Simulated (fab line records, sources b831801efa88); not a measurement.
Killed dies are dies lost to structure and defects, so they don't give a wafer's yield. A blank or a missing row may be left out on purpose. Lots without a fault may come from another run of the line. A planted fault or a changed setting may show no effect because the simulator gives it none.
A struck lot beside a sound one | flow sky130 | 15 steps out of a route of 708
Sound: wafers L822.1, L822.2, L822.4. Struck: wafers L811.2, L811.4, L811.6. The cause comes at the end.
At each step with rows: each side's tool, then ch and its chambers, then its first start. Under that, the readings that differ: sound wafers | struck wafers | difference of the means | sigmas: that difference in standard deviations of wafers without a fault.
alike: readings whose means differ by less than 2 such deviations, and words and numbers that are the same on both sides. not compared: withheld readings, readings that some wafer has no value for, bounds like >300 that may hide the same value, and numbers for which the record gives no deviation and whose values overlap.
The two part at a step that has a row with sigmas, a row that says differs or no value, or rows on one side only. Numbers that don't overlap but have no deviation are shown without sigmas and don't part them. A reading that every wafer of one side lacks parts them only if that side has two wafers or more.

SKY_VT_ADJUST_LVTN_OVL_MEAS_07:
  sound on overlay-02, day 12 09:08; struck on overlay-02, day 8 12:34
  alike: VT_ADJUST_LVTN_OVL
then, 1 step without rows for these wafers: SKY_VT_ADJUST_LVTN_IMPLANT_08.
SKY_VT_ADJUST_LVTN_STRIP_09: strips in O2/N2.
  sound on plasma_asher-04 ch 0,1, day 12 09:20; struck on plasma_asher-03 ch 1, day 8 12:45
  alike: drypump_motor_current_A, oes_product_au, strip_time_to_endpoint_s
  not compared: rf_hours_counter_h
SKY_VT_ADJUST_LVTN_TW_MEAS_10:
  sound on film_metro-04, day 12 09:26; struck on film_metro-01, day 8 12:52
  alike: VT_ADJUST_LVTN_TW
then, 7 steps without rows for these wafers: SKY_VT_ADJUST_LVTN_DEHYDRATE_11 (time 60 s); SKY_VT_ADJUST_LVTN_HMDS_12 (prime time 60 s); SKY_VT_ADJUST_LVTN_COAT_13 (resist thk 1140 nm); SKY_VT_ADJUST_LVTN_SOFTBAKE_14 (time 60 s); SKY_VT_ADJUST_LVTN_EXPOSE_15 (exposes mask HVN STD DERIVED, target cd 600 nm); SKY_VT_ADJUST_LVTN_PEB_16; SKY_VT_ADJUST_LVTN_DEVELOP_17 (develop time 60 s).
SKY_VT_ADJUST_LVTN_OVL_MEAS_18:
  sound on overlay-02, day 13 10:34; struck on overlay-01, day 9 09:58
  alike: VT_ADJUST_LVTN_01_OVL
SKY_VT_ADJUST_LVTN_IMPLANT_19:
  sound on implanter-04 ch 0, day 13 10:36; struck on implanter-02, day 9 10:01
  no value came back on the struck wafers for beam_energy_keV, beam_on_s (s), implant_ion_amu; on the sound wafers beam_energy_keV reads 30.002 29.992 30.007
SKY_VT_ADJUST_LVTN_STRIP_20: strips in O2/N2.
  sound on plasma_asher-02 ch 0,1, day 13 10:45; struck on plasma_asher-04 ch 0,1, day 9 10:08
  alike: drypump_motor_current_A, oes_product_au, strip_time_to_endpoint_s
  not compared: rf_hours_counter_h
SKY_VT_ADJUST_LVTN_TW_MEAS_21:
  sound on film_metro-04, day 13 10:51; struck on film_metro-04, day 9 10:15
  reading             | sound             | struck         | difference | sigmas
  VT_ADJUST_LVTN_2_TW | 189.6 190.2 190.4 | 30.2 30.1 30.1 | -159.9     | -99 or more

WHERE THEY PART
First at SKY_VT_ADJUST_LVTN_IMPLANT_19; last, within this record, at SKY_VT_ADJUST_LVTN_TW_MEAS_21.

WHY: what the simulator had put in
Skipped step whole: implanter-02, from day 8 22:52 on, at SKY_VT_ADJUST_LVTN_IMPLANT_19. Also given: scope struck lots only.
